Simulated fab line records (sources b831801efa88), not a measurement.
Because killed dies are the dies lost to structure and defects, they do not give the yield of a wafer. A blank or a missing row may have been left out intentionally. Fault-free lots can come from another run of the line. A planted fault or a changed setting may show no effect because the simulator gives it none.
Which of the tools did it?    flow sky130    11 lots with 33 wafers sampled at 4 steps, on a route of 708 steps

WHAT EACH GAUGE READ, for each wafer
SKY_PAD_OPEN_BOW_MEAS_13.
lot   measured      on             PAD_OPEN_BOW (um)
L395  day 45 13:34  film_metro-02  49 53 56
L396  day 46 12:48  film_metro-03  48 60 55
L398  day 46 14:00  film_metro-02  48 53 50
L400  day 46 14:55  film_metro-03  40 44 39
L401  day 47 04:07  film_metro-04  31 47 40
L404  day 48 03:50  film_metro-04  40 46 44
L406  day 48 05:10  film_metro-02  45 44 43
L411  day 49 14:15  film_metro-03  51 54 45
L415  day 50 13:52  film_metro-02  42 32 33
L418  day 51 15:51  film_metro-02  46 53 57
L417  day 51 17:21  film_metro-02  36 40 49

EACH LOT AND THE TOOL THAT RAN IT (in order: tool; ch and the chambers of the sampled wafers; start)
lot   SKY_CAPM_METAL_ETCH_13             SKY_METAL4_SPUTTER_00         SKY_PAD_OPEN_ETCH_07
L395  rie_metal-01 ch 0,1, day 37 06:52  pvd_sputter-02, day 39 13:20  rie_diel-02 ch 1,2,3, day 45 11:22
L396  rie_metal-03 ch 0,1, day 38 13:30  pvd_sputter-01, day 40 18:23  rie_diel-02 ch 0,1,2, day 46 10:34
L398  rie_metal-01 ch 0,1, day 38 15:19  pvd_sputter-03, day 40 20:14  rie_diel-01 ch 0,1,3, day 46 11:40
L400  rie_metal-03 ch 0,1, day 38 16:17  pvd_sputter-03, day 40 21:01  rie_diel-02 ch 0,2,3, day 46 12:40
L401  rie_metal-03 ch 0,1, day 39 04:16  pvd_sputter-01, day 41 08:43  rie_diel-01 ch 0,2,3, day 47 01:52
L404  rie_metal-01 ch 0,1, day 40 09:24  pvd_sputter-02, day 42 12:31  rie_diel-01 ch 0,2,3, day 48 01:34
L406  rie_metal-04 ch 0,1, day 40 10:27  pvd_sputter-02, day 42 13:26  rie_diel-01 ch 0,1,2, day 48 02:55
L411  rie_metal-04 ch 0,1, day 42 06:45  pvd_sputter-01, day 44 08:13  rie_diel-03 ch 1,2,3, day 49 12:01
L415  rie_metal-01 ch 0,1, day 43 14:12  pvd_sputter-02, day 45 14:20  rie_diel-02 ch 1,2,3, day 50 11:40
L418  rie_metal-04 ch 0,1, day 45 04:37  pvd_sputter-03, day 47 02:48  rie_diel-02 ch 0,1,2, day 51 13:34
L417  rie_metal-01 ch 0,1, day 45 05:45  pvd_sputter-03, day 47 03:04  rie_diel-03 ch 0,1,3, day 51 14:13
- SKY_CAPM_METAL_ETCH_13: etches TiN in Cl2/BCl3, stops on SiO2, target depth 220 nm, time 62.9 s.
- SKY_METAL4_SPUTTER_00: material Ti, target thk 15 nm, time 10 s.
- SKY_PAD_OPEN_ETCH_07: etches the open film in CF4/O2, stops on AlCu, target depth 725 nm, time 161.1 s.

THE ANSWER, worked out from the rows above alone
Rule: the usual values come from the lots themselves. Put in order of their means at a reading, lots are off if they are a third of the lots or fewer, leave a main group of 4 or more, and stand apart from it by a gap of 3 or more times the standard deviation of the main group's means; of several such gaps the widest counts. Not used: any main group whose means are identical at the precision the tables above print for the reading. A lot without any number at a reading at which 4 lots or more have one is off too. All remaining lots with rows at the step are treated as sound.
Nothing can be told from this: no lot is off at any reading shown.

WHAT THE SIMULATOR PUT IN
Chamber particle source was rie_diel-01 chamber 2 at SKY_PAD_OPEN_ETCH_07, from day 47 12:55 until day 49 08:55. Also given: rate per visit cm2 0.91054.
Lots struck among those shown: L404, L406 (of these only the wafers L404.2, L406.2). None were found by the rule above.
